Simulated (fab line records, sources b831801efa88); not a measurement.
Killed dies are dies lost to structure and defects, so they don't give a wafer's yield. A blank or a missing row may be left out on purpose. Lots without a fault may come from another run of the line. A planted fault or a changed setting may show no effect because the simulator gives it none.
Split-lot experiment | flow sky130 | 5 lots, 23 wafers read, on a route of 708 steps

THE SPLIT
At SKY_NWELL_IMPLANT_24, the setting dose_cm2 was moved away from the recipe's 9.2e+12 on 5 of the 23 wafers read, by +5.5% to +6.3%. The other wafers ran this setting at the recipe's value.

FROM THE SPLIT TO THE READING: what the file shows between them, 1 step
- SKY_NWELL_STRIP_25: strips in O2/N2

THE READING
NWELL_2_TW, at SKY_NWELL_TW_MEAS_26. Fault-free wafers of this fab line usually give 499, standard deviation 3.6.

wafer  | tool, chamber at the split | dose_cm2 as run | against the recipe | NWELL_2_TW | against lot-mates on the recipe
L075.1 | implanter-01, 0            | 9.707e+12       | +5.5%              | 508        | +8
L075.2 | implanter-01, 0            | 9.707e+12       | +5.5%              | 506        | +6
L075.4 | implanter-01, 0            | 9.2e+12         | recipe             | 501        | -
L075.5 | implanter-01, 0            | 9.2e+12         | recipe             | 499        | -
L075.6 | implanter-01, 0            | 9.707e+12       | +5.5%              | 509        | +9
L076.2 | implanter-01, 0            | 9.2e+12         | recipe             | 494        | -
L076.5 | implanter-01, 0            | 9.2e+12         | recipe             | 491        | -
L076.6 | implanter-01, 0            | 9.2e+12         | recipe             | 492        | -
L081.1 | implanter-01, 0            | 9.2e+12         | recipe             | 501        | -
L081.2 | implanter-01, 0            | 9.777e+12       | +6.3%              | 511        | +8
L081.3 | implanter-01, 0            | 9.2e+12         | recipe             | 505        | -
L081.4 | implanter-01, 0            | 9.777e+12       | +6.3%              | 513        | +10
L081.5 | implanter-01, 0            | 9.2e+12         | recipe             | 502        | -
L083.1 | implanter-03, 0            | 9.2e+12         | recipe             | 502        | -
L083.2 | implanter-03, 0            | 9.2e+12         | recipe             | 502        | -
L083.3 | implanter-03, 0            | 9.2e+12         | recipe             | 503        | -
L083.4 | implanter-03, 0            | 9.2e+12         | recipe             | 502        | -
L083.6 | implanter-03, 0            | 9.2e+12         | recipe             | 501        | -
L085.1 | implanter-01, 0            | 9.2e+12         | recipe             | 502        | -
L085.3 | implanter-01, 0            | 9.2e+12         | recipe             | 503        | -
L085.4 | implanter-01, 0            | 9.2e+12         | recipe             | 501        | -
L085.5 | implanter-01, 0            | 9.2e+12         | recipe             | 502        | -
L085.6 | implanter-01, 0            | 9.2e+12         | recipe             | 504        | -

THE FIT
A straight line over all 23 wafers: NWELL_2_TW changes by +1.57 for each +1% of dose_cm2; r = +0.73; the points scatter about the line by 3.7.
The same after taking each lot's own level away (the mean of its wafers on the recipe; 23 wafers): +1.44 for each +1%; r = +0.95; scatter 1.2.
On that fit, the largest move of dose_cm2 shifts the reading by 9.
The lots' own levels span 492.3 to 502.7, that is 2.9 times the standard deviation above.
So the lot-to-lot level blurs the effect unless lot-mates are compared.
Check: with one of the wafers moved furthest among these (+6.3%) left out of the fit, the line predicts +9.21 for it against its lot-mates. It came out at +8.33 against them.

OTHER SPLITS ON THESE WAFERS
These wafers also went through other splits before the reading. Each is held against what the fit with the lots' levels taken away leaves over:
other split on the same wafers    | wafers away from the commonest value | r with NWELL_2_TW (lot level and that fit taken away)
SKY_FIELD_ISO_CVD_03 temp_c       | 15                                   | +0.02
SKY_FIELD_ISO_OXIDATION_22 temp_c | 15                                   | -0.07
SKY_PWDE_IMPLANT_08 energy_kev    | 8                                    | -0.29
SKY_NWELL_IMPLANT_13 energy_kev   | 5                                    | -0.18

THE FILE'S OWN FIT
NWELL_2_TW changes by +1.45 for each +1% of dose_cm2, r = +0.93.
